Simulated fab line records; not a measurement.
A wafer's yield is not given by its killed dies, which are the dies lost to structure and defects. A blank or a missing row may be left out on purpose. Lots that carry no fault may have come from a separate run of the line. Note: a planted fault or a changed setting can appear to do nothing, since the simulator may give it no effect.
fab line records / flow sky130
record lots=4 wafers=12 lastDay=50
route steps=708 shown SD_N@352 SALICIDE@361 LI_CONTACT@362 LOCAL_INTERCONNECT@387 PAD_OPEN@708
lots with no fault: from the same line, run without faults
startH: hours from the record's opening day to when the first of the lot's shown wafers began / waitH: how many hours have passed since the lot's step before this one / " same as the row above / L1.1+2: a single row standing in for several wafers / - no value present, or no start provided / * or withheld: withheld / < > ~ a bound
route shown NAME@n: names a module that has steps shown in the file, with the first one's number in the route / usual: mean/standard deviation taken from wafers without a fault / same: alike in all rows / chamber/n: place in a boat / sites: readings site by site / _std_site: how widely they spread, as a standard deviation / _edge_site: the outer-site mean with the inner-site mean subtracted / radiusMm: for every site, how far away it sits from the centre of the wafer / mask NAME#n: copy n / behind: the tool/chamber that last shaped the wafer / hold: the reason the lot was held/the length of the hold in hours/how it ended / device: the transistor (n, p or np) that didn't switch / end of line: tests of these same wafers at the route's end / a step given without rows: its recipe and nothing more / killed: dies that structure and defects cost at the first sort, which is not the same as the wafer's yield / map: the dies of a wafer, with x for killed, . for not killed, _ for no die there
set.NAME: the setting as run; set.NAME@STEP: as run at that earlier step / model.NAME: the simulator's own value behind a step, which no gauge read
lots seen at some steps along the route; tables by step, rows by wafer
services: a tool's chamber out of use, with start hour (startH, from the record's first day; less than 0 if before it), hours out, and reason
## steps
# step SKY_SD_N_IMPLANT_10
# recipe species=P energyKev=20 doseCm2=1e+14 tiltDeg=0
# step SKY_SD_N_STRIP_11
# recipe chemistry=O2/N2 powerW=1400 pressureMtorr=1500 platenTempC=withheld o2FlowSccm=2896 n2FlowSccm=300 overashFraction=0.5
# step SKY_SD_N_CLEAN_13
# recipe chemistry=SC1/SC2 mix=1:4:20 tempC=70 timeS=150 dry=n2Spin
# step SKY_SD_N_RTA_14
# recipe tempC=1075 timeS=2 idleTempC=650 rampUpCPerS=150 rampDownCPerS=90 ambient=N2
# step SKY_SALICIDE_CLEAN_00
# recipe chemistry=HF-last timeS=30 dilution=100:1 dry=ipaMarangoni
# step SKY_LI_CONTACT_HDPCVD_00
# recipe material=PSG targetThkNm=930 sigmaOpenFrac=0.3 timeS=155 tempC=600 sih4FlowSccm=60 pressureMtorr=6
# step SKY_LI_CONTACT_CMP_02
# recipe material=PSG downForcePsi=4 platenRpm=60 padVelocityMS=0.94248
# usual motorCurrentA=12.2/0.96 timeToEndpointS=31.6/2.7
lot.wafer=L929.2 tool=cmp-02 chamber=2 startH=678.31 waitH=0.1 motorCurrentA=13.5 timeToEndpointS=34.2 model.PSG_of_LI_CONTACT_HDPCVD_00.thkNm=597.1
lot.wafer=L929.3 tool=cmp-02 chamber=3 startH=678.31 waitH=0.1 motorCurrentA=12.6 timeToEndpointS=33.7 model.PSG_of_LI_CONTACT_HDPCVD_00.thkNm=598.9
lot.wafer=L929.6 tool=cmp-02 chamber=1 startH=678.31 waitH=0.1 motorCurrentA=9.5 timeToEndpointS=34.6 model.PSG_of_LI_CONTACT_HDPCVD_00.thkNm=597.6
lot.wafer=L934.3 tool=cmp-02 chamber=0 startH=754.51 waitH=0.2 motorCurrentA=12.8 timeToEndpointS=44.6 model.PSG_of_LI_CONTACT_HDPCVD_00.thkNm=492.8
lot.wafer=L934.6 tool=cmp-02 chamber=1 startH=754.51 waitH=0.2 motorCurrentA=9.2 timeToEndpointS=37.6 model.PSG_of_LI_CONTACT_HDPCVD_00.thkNm=597.9
lot.wafer=L934.5 tool=cmp-02 chamber=2 startH=754.51 waitH=0.2 motorCurrentA=13.1 timeToEndpointS=35.0 model.PSG_of_LI_CONTACT_HDPCVD_00.thkNm=597.3
lot.wafer=L938.1 tool=cmp-02 chamber=0 startH=781.94 waitH=0.1 motorCurrentA=13.7 timeToEndpointS=41.9 model.PSG_of_LI_CONTACT_HDPCVD_00.thkNm=498.7
lot.wafer=L938.3 tool=cmp-02 chamber=1 startH=781.94 waitH=0.1 motorCurrentA=9.6 timeToEndpointS=31.7 model.PSG_of_LI_CONTACT_HDPCVD_00.thkNm=596.7
lot.wafer=L938.4 tool=cmp-02 chamber=3 startH=781.94 waitH=0.1 motorCurrentA=12.4 timeToEndpointS=30.8 model.PSG_of_LI_CONTACT_HDPCVD_00.thkNm=597.2
lot.wafer=L948.3 tool=cmp-01 chamber=2 startH=830.29 waitH=0.1 motorCurrentA=13.0 timeToEndpointS=27.0 model.PSG_of_LI_CONTACT_HDPCVD_00.thkNm=596.6
lot.wafer=L948.2 tool=cmp-01 chamber=3 startH=830.29 waitH=0.1 motorCurrentA=12.4 timeToEndpointS=25.5 model.PSG_of_LI_CONTACT_HDPCVD_00.thkNm=596.6
lot.wafer=L948.6 tool=cmp-01 chamber=2 startH=830.29 waitH=0.1 motorCurrentA=12.6 timeToEndpointS=29.2 model.PSG_of_LI_CONTACT_HDPCVD_00.thkNm=597.2
# step SKY_LI_CONTACT_DEHYDRATE_04
# recipe tempC=200 timeS=60
# step SKY_LI_CONTACT_HMDS_05
# recipe primeTimeS=60 primeTempC=120
# step SKY_LI_CONTACT_COAT_06
# recipe resist=BARC tempC=withheld timeS=withheld spinRpm=3000 resistThkNm=60
# step SKY_LI_CONTACT_COAT_07
# recipe resist=KrF-thick spinRpm=3000 resistThkNm=450
# step SKY_LI_CONTACT_SOFTBAKE_08
# recipe tempC=100 timeS=90 resist=KrF-thick
# step SKY_LI_CONTACT_EXPOSE_09
# recipe maskId=LICM1 na=0.8 sourceShape=annular sigmaInner=0.55 sigmaOuter=0.85 targetCdNm=170 doseMj=37.66
# step SKY_LI_CONTACT_PEB_10
# recipe pebTempC=withheld pebTimeS=withheld resist=KrF-thick
# step SKY_LI_CONTACT_DEVELOP_11
# recipe developTimeS=60 resist=KrF-thick devTempC=21
# step SKY_LI_CONTACT_ETCH_14
# recipe chemistry=N2/H2 target=BARC ionEnergyEv=200 sourceW=500 biasW=100 pressureMtorr=30 n2FlowSccm=100 h2FlowSccm=200 stopOn=SiO2 timeS=45.9 targetDepthA=600
# step SKY_LI_CONTACT_ETCH_15
# recipe target=PSG chemistry=C4F8/O2/Ar stopOn=Si taperDeg=4.15 maskMaterial=KrF-thick sourceW=1500 biasW=1200 pressureMtorr=40 c4f8FlowSccm=withheld O2_flow_sccm=6 Ar_flow_sccm=300 timeS=withheld targetDepthA=6000
# usual oesProductAu=0.838/0.0044 rfFwdPowerW=1492/5.5
lot.wafer=L929.2 tool=rieDiel-04 chamber=2 startH=707.02 waitH=0.0 oesProductAu=0.830 rfFwdPowerW=1492 model.etch.depthNm=597.1 model.LI_CONTACT.featureDepthNm=597.1
lot.wafer=L929.3 tool=rieDiel-04 chamber=3 startH=707.02 waitH=0.0 oesProductAu=0.828 rfFwdPowerW=1494 model.etch.depthNm=598.9 model.LI_CONTACT.featureDepthNm=598.9
lot.wafer=L929.6 tool=rieDiel-04 chamber=2 startH=707.02 waitH=0.0 oesProductAu=0.838 rfFwdPowerW=1491 model.etch.depthNm=597.6 model.LI_CONTACT.featureDepthNm=597.6
lot.wafer=L934.3 tool=rieDiel-01 chamber=2 startH=781.99 waitH=0.0 oesProductAu=0.753 rfFwdPowerW=1495 model.etch.depthNm=492.8 model.LI_CONTACT.featureDepthNm=492.8
lot.wafer=L934.5 tool=rieDiel-01 chamber=3 startH=781.99 waitH=0.0 oesProductAu=0.835 rfFwdPowerW=1494 model.etch.depthNm=597.3 model.LI_CONTACT.featureDepthNm=597.3
lot.wafer=L934.6 tool=rieDiel-01 chamber=0 startH=781.99 waitH=0.0 oesProductAu=0.843 rfFwdPowerW=1494 model.etch.depthNm=597.9 model.LI_CONTACT.featureDepthNm=597.9
lot.wafer=L938.1 tool=rieDiel-03 chamber=3 startH=808.93 waitH=0.0 oesProductAu=0.761 rfFwdPowerW=1496 model.etch.depthNm=498.7 model.LI_CONTACT.featureDepthNm=498.7
lot.wafer=L938.3 tool=rieDiel-03 chamber=1 startH=808.93 waitH=0.0 oesProductAu=0.839 rfFwdPowerW=1498 model.etch.depthNm=596.7 model.LI_CONTACT.featureDepthNm=596.7
lot.wafer=L938.4 tool=rieDiel-03 chamber=2 startH=808.93 waitH=0.0 oesProductAu=0.839 rfFwdPowerW=1481 model.etch.depthNm=597.2 model.LI_CONTACT.featureDepthNm=597.2
lot.wafer=L948.2 tool=rieDiel-03 chamber=0 startH=857.28 waitH=0.0 oesProductAu=0.838 rfFwdPowerW=1493 model.etch.depthNm=596.6 model.LI_CONTACT.featureDepthNm=596.6
lot.wafer=L948.3 tool=rieDiel-03 chamber=2 startH=857.28 waitH=0.0 oesProductAu=0.837 rfFwdPowerW=1493 model.etch.depthNm=596.6 model.LI_CONTACT.featureDepthNm=596.6
lot.wafer=L948.6 tool=rieDiel-03 chamber=0 startH=857.28 waitH=0.0 oesProductAu=0.838 rfFwdPowerW=1497 model.etch.depthNm=597.2 model.LI_CONTACT.featureDepthNm=597.2
# step SKY_LI_CONTACT_STRIP_16
# recipe chemistry=O2/N2 powerW=1400 pressureMtorr=1500 platenTempC=withheld o2FlowSccm=3000 n2FlowSccm=300 overashFraction=0.5
# step SKY_LI_CONTACT_CLEAN_17
# recipe chemistry=NMP timeS=600 tempC=60 dry=n2Spin
# step SKY_LI_CONTACT_PRE_CLEAN_18
# recipe gas=Ar timeS=5.6 biasV=358
# step SKY_LI_CONTACT_SPUTTER_19
# recipe material=Ti targetThkNm=20 chamberPressurePa=5 powerW=2500 substrateTempC=200 timeS=106.37
# step SKY_LI_CONTACT_SPUTTER_20
# recipe material=TiN targetThkNm=20 chamberPressurePa=5 powerW=4000 timeS=80
# step SKY_LI_CONTACT_CVD_21
# recipe material=W targetThkNm=400 timeS=120.56 tempC=400 pressureTorr=40
# step SKY_LI_CONTACT_CMP_24
# recipe stopOn=PSG tOverpolishS=20 downForcePsi=3.5 platenRpm=60 targetThkNm=0 padVelocityMS=0.94248
# usual motorCurrentA=11.3/1.1
lot.wafer=L929.2 tool=cmp-01 chamber=1 startH=707.84 waitH=0.0 motorCurrentA=11.3 model.PSG_of_LI_CONTACT_HDPCVD_00.thkNm=587.6
lot.wafer=L929.3 tool=cmp-01 chamber=0 startH=707.84 waitH=0.0 motorCurrentA=11.1 model.PSG_of_LI_CONTACT_HDPCVD_00.thkNm=589.5
lot.wafer=L929.6 tool=cmp-01 chamber=1 startH=707.84 waitH=0.0 motorCurrentA=11.1 model.PSG_of_LI_CONTACT_HDPCVD_00.thkNm=588.1
lot.wafer=L934.3 tool=cmp-02 chamber=1 startH=782.92 waitH=0.1 motorCurrentA=8.8 model.PSG_of_LI_CONTACT_HDPCVD_00.thkNm=483.3
lot.wafer=L934.6 tool=cmp-02 chamber=3 startH=782.92 waitH=0.1 motorCurrentA=10.9 model.PSG_of_LI_CONTACT_HDPCVD_00.thkNm=588.5
lot.wafer=L934.5 tool=cmp-02 chamber=0 startH=782.92 waitH=0.1 motorCurrentA=11.7 model.PSG_of_LI_CONTACT_HDPCVD_00.thkNm=587.9
lot.wafer=L938.1 tool=cmp-02 chamber=2 startH=809.75 waitH=0.1 motorCurrentA=11.7 model.PSG_of_LI_CONTACT_HDPCVD_00.thkNm=489.2
lot.wafer=L938.3 tool=cmp-02 chamber=0 startH=809.75 waitH=0.1 motorCurrentA=11.7 model.PSG_of_LI_CONTACT_HDPCVD_00.thkNm=587.2
lot.wafer=L938.4 tool=cmp-02 chamber=1 startH=809.75 waitH=0.1 motorCurrentA=9.1 model.PSG_of_LI_CONTACT_HDPCVD_00.thkNm=587.7
lot.wafer=L948.3 tool=cmp-02 chamber=0 startH=858.22 waitH=0.1 motorCurrentA=12.1 model.PSG_of_LI_CONTACT_HDPCVD_00.thkNm=587.2
lot.wafer=L948.2 tool=cmp-02 chamber=1 startH=858.22 waitH=0.1 motorCurrentA=8.7 model.PSG_of_LI_CONTACT_HDPCVD_00.thkNm=587.2
lot.wafer=L948.6 tool=cmp-02 chamber=2 startH=858.22 waitH=0.1 motorCurrentA=12.1 model.PSG_of_LI_CONTACT_HDPCVD_00.thkNm=587.7
# step SKY_LOCAL_INTERCONNECT_SPUTTER_00
# recipe material=TiN targetThkNm=100 tempC=300 powerW=6722 timeS=83.3 chamberPressurePa=0.4
# step SKY_PAD_OPEN_PROBE_99
# usual killed_at_M0_to_M3=44/6.2 killed_at_M4_up=3.3/1.8 killedAtContacts=25/5.8 killedAtFrontEnd=15/4 killedAtOther=0.3/0.49 killedDies=88/8.8 killedOpen=48/6.5 killedShort=39/6.3
# same grossDies=492 killedAtBackSide=0
lot.wafer=L929.2 tool=prober-02 chamber=- startH=1101.48 waitH=0.1 killed_at_M0_to_M3=50 killed_at_M4_up=6 killedAtContacts=24 killedAtFrontEnd=18 killedAtOther=0 killedDies=98 killedOpen=50 killedShort=48 model.etest.liconPdiff.rcOhm=601.8 model.etest.capLiToPoly.cAfUm2=96.33 model.etest.liconHighPo.rcOhm=358.7 model.etest.liconNdiff.rcOhm=185.9 model.etest.sonosUncharged.rOnOhmUm=819.3 model.etest.liconPoly.rcOhm=160.7 model.etest.capLiToWell.cAfUm2=36.51
lot.wafer=L929.3 tool=prober-02 chamber=- startH=1101.53 waitH=0.2 killed_at_M0_to_M3=52 killed_at_M4_up=2 killedAtContacts=35 killedAtFrontEnd=21 killedAtOther=1 killedDies=111 killedOpen=60 killedShort=51 model.etest.liconPdiff.rcOhm=597.7 model.etest.capLiToPoly.cAfUm2=94.76 model.etest.liconHighPo.rcOhm=358.2 model.etest.liconNdiff.rcOhm=185.3 model.etest.sonosUncharged.rOnOhmUm=828.1 model.etest.liconPoly.rcOhm=155 model.etest.capLiToWell.cAfUm2=36.37
lot.wafer=L929.6 tool=prober-02 chamber=- startH=1101.68 waitH=0.2 killed_at_M0_to_M3=38 killed_at_M4_up=5 killedAtContacts=14 killedAtFrontEnd=15 killedAtOther=2 killedDies=74 killedOpen=43 killedShort=31 model.etest.liconPdiff.rcOhm=581.5 model.etest.capLiToPoly.cAfUm2=97.81 model.etest.liconHighPo.rcOhm=373.9 model.etest.liconNdiff.rcOhm=178.7 model.etest.sonosUncharged.rOnOhmUm=828.8 model.etest.liconPoly.rcOhm=150.1 model.etest.capLiToWell.cAfUm2=36.77
lot.wafer=L934.3 tool=prober-02 chamber=- startH=1154.75 waitH=0.2 killed_at_M0_to_M3=44 killed_at_M4_up=5 killedAtContacts=22 killedAtFrontEnd=21 killedAtOther=0 killedDies=92 killedOpen=50 killedShort=42 model.etest.liconPdiff.rcOhm=550.8 model.etest.capLiToPoly.cAfUm2=141.3 model.etest.liconHighPo.rcOhm=343.6 model.etest.liconNdiff.rcOhm=171.9 model.etest.sonosUncharged.rOnOhmUm=789.7 model.etest.liconPoly.rcOhm=136.7 model.etest.capLiToWell.cAfUm2=41.51
lot.wafer=L934.5 tool=prober-02 chamber=- startH=1154.85 waitH=0.2 killed_at_M0_to_M3=36 killed_at_M4_up=3 killedAtContacts=28 killedAtFrontEnd=15 killedAtOther=1 killedDies=83 killedOpen=49 killedShort=34 model.etest.liconPdiff.rcOhm=582.7 model.etest.capLiToPoly.cAfUm2=102.2 model.etest.liconHighPo.rcOhm=367.4 model.etest.liconNdiff.rcOhm=183.9 model.etest.sonosUncharged.rOnOhmUm=813.6 model.etest.liconPoly.rcOhm=156.9 model.etest.capLiToWell.cAfUm2=36.61
lot.wafer=L934.6 tool=prober-02 chamber=- startH=1154.90 waitH=0.2 killed_at_M0_to_M3=42 killed_at_M4_up=6 killedAtContacts=40 killedAtFrontEnd=14 killedAtOther=0 killedDies=102 killedOpen=63 killedShort=39 model.etest.liconPdiff.rcOhm=595.6 model.etest.capLiToPoly.cAfUm2=97.06 model.etest.liconHighPo.rcOhm=358.7 model.etest.liconNdiff.rcOhm=181.2 model.etest.sonosUncharged.rOnOhmUm=810.7 model.etest.liconPoly.rcOhm=151.1 model.etest.capLiToWell.cAfUm2=35.61
lot.wafer=L938.1 tool=prober-02 chamber=- startH=1176.36 waitH=0.1 killed_at_M0_to_M3=39 killed_at_M4_up=6 killedAtContacts=22 killedAtFrontEnd=23 killedAtOther=0 killedDies=90 killedOpen=50 killedShort=37 model.etest.liconPdiff.rcOhm=541.3 model.etest.capLiToPoly.cAfUm2=139.8 model.etest.liconHighPo.rcOhm=349.6 model.etest.liconNdiff.rcOhm=160.2 model.etest.sonosUncharged.rOnOhmUm=796.9 model.etest.liconPoly.rcOhm=136.8 model.etest.capLiToWell.cAfUm2=41.77
lot.wafer=L938.3 tool=prober-02 chamber=- startH=1176.46 waitH=0.2 killed_at_M0_to_M3=33 killed_at_M4_up=6 killedAtContacts=32 killedAtFrontEnd=11 killedAtOther=0 killedDies=82 killedOpen=45 killedShort=37 model.etest.liconPdiff.rcOhm=601 model.etest.capLiToPoly.cAfUm2=99.24 model.etest.liconHighPo.rcOhm=377.4 model.etest.liconNdiff.rcOhm=184.1 model.etest.sonosUncharged.rOnOhmUm=823.7 model.etest.liconPoly.rcOhm=149.8 model.etest.capLiToWell.cAfUm2=36.36
lot.wafer=L938.4 tool=prober-02 chamber=- startH=1176.51 waitH=0.2 killed_at_M0_to_M3=37 killed_at_M4_up=5 killedAtContacts=31 killedAtFrontEnd=10 killedAtOther=0 killedDies=83 killedOpen=46 killedShort=36 model.etest.liconPdiff.rcOhm=581.5 model.etest.capLiToPoly.cAfUm2=100.9 model.etest.liconHighPo.rcOhm=363.8 model.etest.liconNdiff.rcOhm=175.6 model.etest.sonosUncharged.rOnOhmUm=827.7 model.etest.liconPoly.rcOhm=152.3 model.etest.capLiToWell.cAfUm2=36.8
lot.wafer=L948.2 tool=prober-02 chamber=- startH=1204.32 waitH=0.1 killed_at_M0_to_M3=51 killed_at_M4_up=7 killedAtContacts=27 killedAtFrontEnd=17 killedAtOther=0 killedDies=102 killedOpen=58 killedShort=42 model.etest.liconPdiff.rcOhm=611.8 model.etest.capLiToPoly.cAfUm2=97.51 model.etest.liconHighPo.rcOhm=354.8 model.etest.liconNdiff.rcOhm=179.3 model.etest.sonosUncharged.rOnOhmUm=801.7 model.etest.liconPoly.rcOhm=148.1 model.etest.capLiToWell.cAfUm2=37.33
lot.wafer=L948.3 tool=prober-02 chamber=- startH=1204.37 waitH=0.2 killed_at_M0_to_M3=46 killed_at_M4_up=2 killedAtContacts=38 killedAtFrontEnd=16 killedAtOther=0 killedDies=102 killedOpen=54 killedShort=47 model.etest.liconPdiff.rcOhm=583.1 model.etest.capLiToPoly.cAfUm2=98.94 model.etest.liconHighPo.rcOhm=366.6 model.etest.liconNdiff.rcOhm=180.3 model.etest.sonosUncharged.rOnOhmUm=800.1 model.etest.liconPoly.rcOhm=153.1 model.etest.capLiToWell.cAfUm2=38.29
lot.wafer=L948.6 tool=prober-02 chamber=- startH=1204.52 waitH=0.2 killed_at_M0_to_M3=39 killed_at_M4_up=2 killedAtContacts=31 killedAtFrontEnd=12 killedAtOther=0 killedDies=84 killedOpen=48 killedShort=34 model.etest.liconPdiff.rcOhm=604.6 model.etest.capLiToPoly.cAfUm2=99.19 model.etest.liconHighPo.rcOhm=366.2 model.etest.liconNdiff.rcOhm=184.2 model.etest.sonosUncharged.rOnOhmUm=817.5 model.etest.liconPoly.rcOhm=148.3 model.etest.capLiToWell.cAfUm2=36.62
# killed by level:class
L929.2 CONTACT:geometricParticle:open=9 METAL1:geometricParticle:short=9 VIA1:geometricParticle:open=8 VIA2:geometricParticle:open=7 CONTACT:geometricParticle:short=6 VIA3:geometricParticle:open=6 LI_CONTACT:geometricParticle:open=5 METAL4:geometricParticle:short=5
L929.3 CONTACT:geometricParticle:open=14 VIA1:geometricParticle:short=10 LI_CONTACT:geometricParticle:open=9 VIA1:geometricParticle:open=8 METAL2:geometricParticle:short=8 POLY_GATE:geometricParticle:open=7 METAL1:geometricParticle:short=7 VIA3:geometricParticle:open=7
L929.6 VIA2:geometricParticle:open=7 VIA1:geometricParticle:open=6 LOCAL_INTERCONNECT:geometricParticle:short=5 CONTACT:geometricParticle:open=5 METAL2:geometricParticle:open=5 FIELD_ISO:geometricParticle:open=4 METAL1:geometricParticle:short=4 POLY_GATE:geometricParticle:open=3
L934.3 VIA1:geometricParticle:open=12 CONTACT:geometricParticle:short=8 VIA3:geometricParticle:open=7 POLY_GATE:geometricParticle:open=6 LI_CONTACT:geometricParticle:open=6 FIELD_ISO:geometricParticle:short=5 VIA1:geometricParticle:short=5 VIA2:geometricParticle:open=5
L934.5 CONTACT:geometricParticle:open=13 VIA1:geometricParticle:open=11 CONTACT:geometricParticle:short=6 VIA3:geometricParticle:open=6 LI_CONTACT:geometricParticle:open=5 POLY_GATE:geometricParticle:short=4 VIA2:geometricParticle:open=4 FIELD_ISO:geometricParticle:open=3
L934.6 CONTACT:geometricParticle:open=17 VIA1:geometricParticle:open=11 LI_CONTACT:geometricParticle:open=10 VIA2:geometricParticle:open=7 LI_CONTACT:geometricParticle:short=6 METAL1:geometricParticle:short=5 METAL2:geometricParticle:short=5 LOCAL_INTERCONNECT:geometricParticle:short=4
L938.1 VIA3:geometricParticle:open=8 VIA2:geometricParticle:open=7 CONTACT:geometricParticle:open=7 CONTACT:geometricParticle:short=6 LI_CONTACT:geometricParticle:open=5 METAL1:geometricParticle:short=5 VIA1:geometricParticle:open=5 VIA1:geometricParticle:short=4
L938.3 CONTACT:geometricParticle:open=11 LI_CONTACT:geometricParticle:open=8 VIA1:geometricParticle:open=7 METAL1:geometricParticle:short=6 VIA2:geometricParticle:open=6 POLY_GATE:geometricParticle:short=5 METAL4:geometricParticle:short=5 CONTACT:geometricParticle:short=5
L938.4 CONTACT:geometricParticle:open=12 LI_CONTACT:geometricParticle:open=9 VIA1:geometricParticle:open=9 METAL1:geometricParticle:short=8 VIA2:geometricParticle:short=6 LOCAL_INTERCONNECT:geometricParticle:short=5 VIA3:geometricParticle:open=5 POLY_GATE:geometricParticle:short=4
L948.2 VIA1:geometricParticle:open=12 VIA2:geometricParticle:open=12 CONTACT:geometricParticle:open=11 METAL1:geometricParticle:short=7 METAL4:geometricParticle:short=6 POLY_GATE:geometricParticle:open=6 VIA3:geometricParticle:open=6 LI_CONTACT:geometricParticle:open=5
L948.3 CONTACT:geometricParticle:open=17 VIA1:geometricParticle:open=10 VIA1:geometricParticle:short=8 METAL2:geometricParticle:short=7 POLY_GATE:geometricParticle:open=6 CONTACT:geometricParticle:short=6 LI_CONTACT:geometricParticle:short=6 LI_CONTACT:geometricParticle:open=6
L948.6 VIA1:geometricParticle:open=11 CONTACT:geometricParticle:open=10 LI_CONTACT:geometricParticle:open=9 VIA1:geometricParticle:short=9 VIA2:geometricParticle:open=6 CONTACT:geometricParticle:short=6 POLY_GATE:geometricParticle:short=4 VIA3:geometricParticle:open=4
## services
tool=rieDiel-03 chamber=2 startH=674.47 hours=- kind=clean
tool=rieDiel-03 chamber=2 startH=674.47 hours=20.2 kind=scheduledDown
tool=rieDiel-03 chamber=2 startH=674.47 hours=20.2 kind=ventCycle
tool=rieDiel-01 chamber=3 startH=686.60 hours=35.5 kind=repair
tool=cmp-01 chamber=- startH=687.84 hours=0.3 kind=repair
tool=rieDiel-03 chamber=2 startH=701.85 hours=4.1 kind=repair
tool=cmp-02 chamber=- startH=713.23 hours=2.3 kind=repair
tool=rieDiel-03 chamber=0 startH=722.30 hours=9.9 kind=repair
tool=rieDiel-04 chamber=- startH=734.24 hours=5.0 kind=repair
tool=cmp-01 chamber=- startH=744.00 hours=4.0 kind=pm
tool=cmp-01 chamber=- startH=748.00 hours=- kind=consumableReplace:conditioner
tool=cmp-01 chamber=- startH=748.00 hours=- kind=consumableReplace:pad
tool=cmp-01 chamber=- startH=748.00 hours=5.9 kind=pm
tool=rieDiel-03 chamber=0 startH=756.00 hours=4.4 kind=repair
tool=rieDiel-04 chamber=0 startH=766.75 hours=5.5 kind=repair
tool=cmp-02 chamber=- startH=801.44 hours=1.0 kind=repair
tool=rieDiel-04 chamber=0 startH=808.99 hours=5.2 kind=repair
tool=rieDiel-03 chamber=1 startH=810.45 hours=9.2 kind=repair
tool=rieDiel-04 chamber=0 startH=819.92 hours=6.6 kind=repair
tool=rieDiel-01 chamber=- startH=842.29 hours=36.4 kind=repair
tool=cmp-02 chamber=- startH=845.36 hours=4.0 kind=pm
tool=rieDiel-03 chamber=3 startH=846.95 hours=3.4 kind=repair
## key
firstSign step=SKY_LI_CONTACT_CMP_02 reading=timeToEndpointS direction=up sigmas=4.3 usual=* struck=*
effect step=SKY_LI_CONTACT_ETCH_15 reading=oesProductAu direction=down sigmas=18 usual=0.838 struck=0.757
modelEffect step=SKY_LI_CONTACT_CMP_02 value=PSG_of_LI_CONTACT_HDPCVD_00.thkNm without=597.8 struck=495.7
modelEffect step=SKY_LI_CONTACT_ETCH_15 value=etch.depthNm without=597.8 struck=495.7
modelEffect step=SKY_LI_CONTACT_CMP_24 value=PSG_of_LI_CONTACT_HDPCVD_00.thkNm without=588.4 struck=486.2
modelEffect step=SKY_PAD_OPEN_PROBE_99 value=etest.liconPdiff.rcOhm without=591 struck=546
metAt SKY_LI_CONTACT_CMP_02
struckWafers L934.3,L938.1
testerLeftOut L934,L938
fault kind=processParameterDrift tool=cmp-02 chamber=0 onsetH=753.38 steps=SKY_LI_CONTACT_CMP_02 channel=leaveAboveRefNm offset=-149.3 shape=step endH=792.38 actsIn=theseRecipesOnly stated=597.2
# testerLeftOut: of these lots the tester's yield and bins aren't shown, on N5 and GAA mostly nor the transistor test; their killed dies are dies lost to structure and defects alone, not to doping, threshold or leakage, so they don't give the yield
